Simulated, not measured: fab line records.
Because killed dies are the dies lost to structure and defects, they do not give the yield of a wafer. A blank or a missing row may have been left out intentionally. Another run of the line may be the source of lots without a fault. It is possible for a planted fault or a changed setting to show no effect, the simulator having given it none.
8D (eight disciplines) problem report, filled in by code | flow sky130 | the parts of the form that need people (team, actions taken, sign-off) are left out

1. THE ISSUE
Wafers without a fault read 3.50 s, standard deviation 0.044; stripTimeToEndpointS at SKY_LI_CONTACT_STRIP_16 reads a mean of 5.20 s on 6 wafers belonging to 2 lots. Relative to the usual mean, that is a shift of +39 standard deviations.
The step: strips in O2/N2.
Earliest sighting: wafer L782.1 on plasmaAsher-03 at day 31 14:21. Wafers with a number at this step in the record: 36, from 12 lots. By rule, "out" or "out of limits" means more than 4 standard deviations away from the usual mean. All remaining wafers that have a number are taken as sound.

2. WHAT IT IS AND WHAT IT IS NOT
question                    | is                                 | is not
which readings at this step | stripTimeToEndpointS, oesProductAu | chamberPressureMTorr, drypumpMotorCurrentA
which lots                  | L782, L783                         | L780, L785, L788, L790, L792, L793, L794, L797, L798, L799
which wafers of those lots  | all that have a number             | -
read on which tools         | plasmaAsher-03, plasmaAsher-04     | plasmaAsher-01
when                        | from day 31 14:21                  | up to then (3 sound wafers); but 27 sound wafers of L785, L788, L790, L792, L793, L794, L797, L798, L799 came after

3. WHAT RULES OUT EACH SUSPECT
Counting: any tool at a process step up to the reading is kept as a suspect provided that every lot that is out went through it and no sound lot did after the first of them.
- rieDiel-04 at SKY_LI_CONTACT_ETCH_15 (etches PSG in C4F8/O2/Ar, stops on Si, target depth 600 nm): ruled out as a lasting fault. Following L782 (day 31 14:16), the first lot on it that is out, the sound lots L785, L793, L797 were run on it.
Left after counting: nothing in the record.

4. THE CAUSE (what the simulator had put in)
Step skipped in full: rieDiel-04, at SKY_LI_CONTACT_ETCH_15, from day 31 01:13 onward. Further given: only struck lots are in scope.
The count ruled it out by mistake, since the rule takes a fault to strike every lot its tool runs from the start of the fault on, and this one did not do so.

5. THE CHAIN OF EFFECTS, in route order
Each row: a reading where the mean over the struck wafers with a number is more than 3 standard deviations away from the usual. Only readings for which the record gives a usual standard deviation are gone through. hours: the time from each lot's start at the first step in this table that gives one to its start at this step, as a median over the lots. sigmas: the change in usual standard deviations.
hours | step                    | reading              | usual      | on struck wafers | change | sigmas
0     | SKY_LI_CONTACT_STRIP_16 | oesProductAu         | 0.376 a.u. | 0.448            | +0.072 | +15
0     | SKY_LI_CONTACT_STRIP_16 | stripTimeToEndpointS | 3.50 s     | 5.20             | +1.70  | +39
383   | SKY_PAD_OPEN_PROBE_99   | killedAtContacts     | 24         | 431              | +407   | +78
383   | SKY_PAD_OPEN_PROBE_99   | killedDies           | 85         | 492              | +407   | +43
383   | SKY_PAD_OPEN_PROBE_99   | killedOnRim          | 16         | 96               | +80    | +22
The process steps in it:
- SKY_LI_CONTACT_STRIP_16: strips in O2/N2.
- SKY_PAD_OPEN_PROBE_99
Readings that are blank on the struck wafers while sound wafers have them: biasW at SKY_LI_CONTACT_ETCH_15; chamberPressureMTorr at SKY_LI_CONTACT_ETCH_15; oesProductAu at SKY_LI_CONTACT_ETCH_15; rfFwdPowerW at SKY_LI_CONTACT_ETCH_15.

6. WHAT WOULD HAVE CAUGHT IT SOONER
In this record the first reading out of limits was taken at day 31 14:21, 13 hours after the fault began at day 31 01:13.
At SKY_LI_CONTACT_ETCH_15 the tool's readings are blank on the struck wafers, where sound wafers have them: an empty tool record is the first sign, and it was there at once.
